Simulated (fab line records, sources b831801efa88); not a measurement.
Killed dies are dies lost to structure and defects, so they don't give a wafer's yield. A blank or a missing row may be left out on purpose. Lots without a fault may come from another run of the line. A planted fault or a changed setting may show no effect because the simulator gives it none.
Which tool did it? | flow sfq_line | 14 lots, 42 wafers sampled, at 1 step of a route of 325

WHAT THE GAUGES READ, wafer by wafer
The record holds no reading of a measuring or inspecting step that can be judged against a usual standard deviation.

WHICH TOOL RAN EACH LOT (tool, then ch and the chambers of the sampled wafers, then the start)
lot  | SFQ_TRILAYER_L0_VIA_BARC_OPEN_VIA_ETCH_021
L895 | rie_diel-01 ch 1,2, day 5 00:06
L896 | rie_diel-03 ch 2,3, day 5 03:42
L897 | rie_diel-03 ch 0,1,2, day 5 10:54
L898 | rie_diel-01 ch 2,3, day 5 15:42
L899 | rie_diel-01 ch 1,3, day 5 21:42
L900 | rie_diel-03 ch 0,2, day 6 08:07
L901 | rie_diel-02 ch 0,3, day 6 19:03
L902 | rie_diel-02 ch 0,2,3, day 7 02:15
L904 | rie_diel-02 ch 1,2, day 7 17:04
L905 | rie_diel-03 ch 0,1, day 8 01:28
L910 | rie_diel-03 ch 0,1,2, day 9 06:12
L912 | rie_diel-02 ch 0,1,3, day 9 18:12
L914 | rie_diel-03 ch 0,1,2, day 10 06:18
L918 | rie_diel-01 ch 0,1,2, day 11 05:55
- SFQ_TRILAYER_L0_VIA_BARC_OPEN_VIA_ETCH_021: etches BARC in O2, target depth 125 nm, time 41.7 s.

WHAT THE TOOLS THEMSELVES READ (means of the sampled wafers that have a number; where no wafer has one, the mark that the record gives instead)
SFQ_TRILAYER_L0_VIA_BARC_OPEN_VIA_ETCH_021.
lot  | tool        | drypump_motor_current_A (A) | oes_product_au (a.u.) | run_length_s (s)
L895 | rie_diel-01 | 5.5                         | 0.679                 | 69.7
L896 | rie_diel-03 | 5.7                         | 0.686                 | 69.8
L897 | rie_diel-03 | 5.6                         | 0.687                 | 69.4
L898 | rie_diel-01 | 5.5                         | 0.681                 | 69.4
L899 | rie_diel-01 | 5.3                         | 0.689                 | 69.7
L900 | rie_diel-03 | 5.8                         | 0.687                 | 69.4
L901 | rie_diel-02 | 5.9                         | 0.686                 | 70.6
L902 | rie_diel-02 | 5.9                         | 0.689                 | 70.3
L904 | rie_diel-02 | 5.7                         | 0.689                 | 70.3
L905 | rie_diel-03 | 5.7                         | 0.685                 | 69.7
L910 | rie_diel-03 | 5.6                         | 0.700                 | 68.2
L912 | rie_diel-02 | 5.6                         | 0.683                 | 70.4
L914 | rie_diel-03 | 5.6                         | 0.706                 | 68.2
L918 | rie_diel-01 | 5.3                         | 0.685                 | 69.8

THE ANSWER, worked out from the rows above alone
Rule: what is usual is taken from the lots themselves. Put in order of their means at a reading, lots are off if they are a third of the lots or fewer, leave a main group of 4 or more, and stand apart from it by a gap of 3 or more times the standard deviation of the main group's means; of several such gaps the widest counts. A main group whose means are all the same, to the digits that the tables above print for the reading, isn't used. A lot without any number at a reading at which 4 lots or more have one is off too. The other lots that the step has rows for count as sound. The gauges are gone through in route order, then the tools' own readings, and for those a lot's mean is taken as printed above. The first step at which some lot is off is used, and at that step the reading that is off furthest; a lot without a number counts as furthest.
Off: L910, L914, at SFQ_TRILAYER_L0_VIA_BARC_OPEN_VIA_ETCH_021 (oes_product_au). The main group: mean 0.685 a.u., standard deviation 0.003.
A tool fits if, at that step or a process step before it, it ran every lot that is off, and no sound lot after the first of them. One fits: rie_diel-03 at SFQ_TRILAYER_L0_VIA_BARC_OPEN_VIA_ETCH_021. Its last sound lot is L905 (day 8 01:28), its first lot that is off L910 (day 9 06:12): a fault that began between those two fits.
The tool's own readings at SFQ_TRILAYER_L0_VIA_BARC_OPEN_VIA_ETCH_021 bear it out: on the lots that are off they differ by more than 5 times the standard deviation of the sound lots' means. oes_product_au reads 0.703 a.u. there against 0.685 a.u. on the sound lots.

WHAT THE SIMULATOR HAD PUT IN
Process parameter drift: rie_diel-03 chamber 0, from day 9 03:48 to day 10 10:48, at SFQ_TRILAYER_L0_VIA_BARC_OPEN_VIA_ETCH_021. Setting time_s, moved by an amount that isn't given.
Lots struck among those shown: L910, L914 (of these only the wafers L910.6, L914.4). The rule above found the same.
